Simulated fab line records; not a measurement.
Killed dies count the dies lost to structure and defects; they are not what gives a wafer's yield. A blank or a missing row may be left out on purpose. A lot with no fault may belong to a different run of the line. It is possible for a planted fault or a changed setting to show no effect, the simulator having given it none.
The tool behind it: which one?    flow sky130    31 wafers from 11 lots sampled at 6 of the route's 708 steps

WHAT THE GAUGES READ, wafer by wafer
SKY_METAL4_CD_MEAS_13: the cd target is 300 nm. Usual: cdNm at 300.3 nm, with a standard deviation of 1.4.
lot   measured      on        cdNm (nm)          flag
L483  day 43 05:29  cdSem-02  299.2 298.2 299.8  
L481  day 43 11:11  cdSem-01  301.6 301.2 301.2  
L479  day 43 11:32  cdSem-01  300.2 300.2 301.1  
L484  day 43 21:49  cdSem-01  298.2 299.1 299.0  
L488  day 44 16:44  cdSem-01  298.7 299.9        
L490  day 45 01:29  cdSem-02  301.2 302.0        
L492  day 45 12:53  cdSem-01  300.3 299.3 300.8  
L493  day 45 16:55  cdSem-01  299.8 301.0 300.5  
L497  day 46 18:24  cdSem-02  299.7 299.5 297.9  
L499  day 47 11:25  cdSem-01  298.9 298.7 300.7  
L502  day 48 02:55  cdSem-01  299.4 301.1 300.0  

SKY_VIA4_RS_MEAS_19: measurement is done with a four-point probe. Usual: VIA4_W_RS typically reads 0.227 ohm/sq, with standard deviation 0.0032.
lot   measured      on            VIA4_W_RS (ohm/sq)  flag
L483  day 44 06:56  filmMetro-01  0.227 0.223 0.227   
L481  day 44 11:11  filmMetro-03  0.222 0.226 0.230   
L479  day 44 12:32  filmMetro-04  0.230 0.227 0.233   
L484  day 44 21:46  filmMetro-04  0.233 0.230 0.222   
L488  day 45 16:41  filmMetro-01  0.259 0.257         OFF
L490  day 46 03:19  filmMetro-03  0.229 0.256         OFF
L492  day 46 12:53  filmMetro-01  0.224 0.228 0.227   
L493  day 46 17:23  filmMetro-04  0.228 0.227 0.229   
L497  day 47 17:39  filmMetro-03  0.227 0.230 0.225   
L499  day 48 10:08  filmMetro-04  0.227 0.226 0.227   
L502  day 49 00:01  filmMetro-04  0.227 0.228 0.226   

SKY_VIA4_THK_MEAS_20: measures by xrf. Usual: VIA4_W_THK typically reads 510 nm, with standard deviation 8.1.
lot   measured      on            VIA4_W_THK (nm)  flag
L483  day 44 07:04  filmMetro-01  512 520 513      
L481  day 44 11:18  filmMetro-03  523 514 505      
L479  day 44 12:40  filmMetro-04  502 502 492      
L484  day 44 21:52  filmMetro-04  496 500 517      
L488  day 45 16:47  filmMetro-01  459 464          OFF
L490  day 46 03:26  filmMetro-03  509 468          
L492  day 46 12:59  filmMetro-01  519 512 517      
L493  day 46 17:29  filmMetro-04  507 514 506      
L497  day 47 17:46  filmMetro-03  507 507 516      
L499  day 48 10:14  filmMetro-04  509 512 507      
L502  day 49 00:08  filmMetro-04  511 508 511      

SKY_PASSIVATION_THK_MEAS_01. Usual: PASSIVATION_CVD_00_THK typically reads 90.4 nm, with standard deviation 1.2.
lot   measured      on            PASSIVATION_CVD_00_THK (nm)  flag
L483  day 45 05:47  filmMetro-04  90.0 90.1 92.2               
L481  day 45 09:43  filmMetro-01  90.1 91.2 90.3               
L479  day 45 11:08  filmMetro-01  89.8 89.5 91.0               
L484  day 45 20:54  filmMetro-01  91.5 90.9 90.8               
L488  day 46 15:38  filmMetro-02  88.7 91.3                    
L490  day 47 01:33  filmMetro-01  89.8 91.2                    
L492  day 47 12:34  filmMetro-01  89.3 90.9 90.7               
L493  day 47 15:36  filmMetro-02  90.3 89.7 91.7               
L497  day 48 14:13  filmMetro-04  89.0 91.2 90.8               
L499  day 49 06:02  filmMetro-02  87.9 88.8 90.1               
L502  day 49 18:54  filmMetro-04  89.4 89.7 91.8               

WHICH TOOL RAN EACH LOT (tool, then ch and the chambers of the sampled wafers, then the start)
lot   SKY_VIA4_CVD_18               SKY_METAL5_STRIP_16
L483  cvdW-02 ch 0,1, day 44 06:47  plasmaAsher-04 ch 0,1, day 45 05:07
L481  cvdW-02 ch 0,1, day 44 11:02  plasmaAsher-01 ch 0,1, day 45 09:07
L479  cvdW-01 ch 1, day 44 12:23    plasmaAsher-01 ch 0, day 45 10:31
L484  cvdW-01 ch 0,1, day 44 21:37  plasmaAsher-03 ch 0,1, day 45 19:56
L488  cvdW-01 ch 0, day 45 16:32    plasmaAsher-04 ch 1, day 46 15:00
L490  cvdW-01 ch 0,1, day 46 03:10  plasmaAsher-04 ch 0,1, day 47 00:52
L492  cvdW-02 ch 0,1, day 46 12:44  plasmaAsher-04 ch 0,1, day 47 11:57
L493  cvdW-02 ch 0,1, day 46 17:12  plasmaAsher-01 ch 0, day 47 14:46
L497  cvdW-02 ch 0,1, day 47 17:30  plasmaAsher-04 ch 0,1, day 48 13:34
L499  cvdW-02 ch 0,1, day 48 09:58  plasmaAsher-01 ch 0,1, day 49 05:23
L502  cvdW-02 ch 0,1, day 48 23:51  plasmaAsher-03 ch 0,1, day 49 18:17
- SKY_VIA4_CVD_18: deposits W, target thk 505 nm, time 152.14 s.
- SKY_METAL5_STRIP_16: strips in O2/N2.

AS READ BY THE TOOLS THEMSELVES (means over the sampled wafers that have a number; for cases with no such wafer, the mark the record gives instead)
SKY_VIA4_CVD_18. Usual: heaterPowerOuterW 502 W, standard deviation 37; heaterPowerW 830 W, standard deviation 34.
lot   tool     heaterPowerOuterW (W)  heaterPowerW (W)  flag
L483  cvdW-02  474                    789               
L481  cvdW-02  487                    815               
L479  cvdW-01  479                    821               
L484  cvdW-01  507                    835               
L488  cvdW-01  550                    878               
L490  cvdW-01  527                    846               
L492  cvdW-02  476                    803               
L493  cvdW-02  481                    797               
L497  cvdW-02  493                    813               
L499  cvdW-02  487                    808               
L502  cvdW-02  478                    817               

SKY_METAL5_STRIP_16. Usual: drypumpMotorCurrentA 6.2 A, standard deviation 0.46; oesProductAu 0.710 a.u., standard deviation 0.0047; stripTimeToEndpointS 13.14 s, standard deviation 0.14.
lot   tool            drypumpMotorCurrentA (A)  oesProductAu (a.u.)  stripTimeToEndpointS (s)  flag
L483  plasmaAsher-04  6.6                       0.713                13.18                     
L481  plasmaAsher-01  6.1                       0.711                13.18                     
L479  plasmaAsher-01  5.7                       0.711                13.24                     
L484  plasmaAsher-03  5.6                       0.711                12.93                     
L488  plasmaAsher-04  6.8                       0.708                13.19                     
L490  plasmaAsher-04  6.5                       0.716                12.98                     
L492  plasmaAsher-04  6.5                       0.714                12.91                     
L493  plasmaAsher-01  5.7                       0.710                13.29                     
L497  plasmaAsher-04  6.6                       0.711                13.06                     
L499  plasmaAsher-01  5.9                       0.709                13.20                     
L502  plasmaAsher-03  5.5                       0.708                12.89                     

THE ANSWER, worked out from the rows above alone
Rule: take the mean of a lot's wafers that have a number; if it is more than 3 standard deviations from the usual mean, the lot is off. A lot without any number at a reading at which 4 lots or more have one is off too. Any other lot the step has rows for is counted as sound. First the gauges in route order, then the tools' own readings, where a lot's mean is used as printed above. At the first step where some lot is off, the reading lying furthest off is the one used; lots without a number count as furthest.
Off: L488, L490, at SKY_VIA4_RS_MEAS_19 (VIA4_W_RS).
A tool fits if, at a process step before that reading, it ran every lot that is off, and no sound lot after the first of them. Gauges at SKY_VIA4_RS_MEAS_19: tried the same way as those tools. One fits: SKY_VIA4_CVD_18 on cvdW-01. A fault onset in the window from L484 (day 44 21:37, its last sound lot) to L488 (day 45 16:32, its first lot off) fits.
The tool's own readings at SKY_VIA4_CVD_18 bear it out: on the lots that are off they differ by more than 5 times the standard deviation of the sound lots' means. heaterPowerOuterW reads 538 W there against 485 W on the sound lots.

WHAT HAD BEEN PUT IN BY THE SIMULATOR
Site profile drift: cvdW-01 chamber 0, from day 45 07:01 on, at SKY_VIA4_CVD_18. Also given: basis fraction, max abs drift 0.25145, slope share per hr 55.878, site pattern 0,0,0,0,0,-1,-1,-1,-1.
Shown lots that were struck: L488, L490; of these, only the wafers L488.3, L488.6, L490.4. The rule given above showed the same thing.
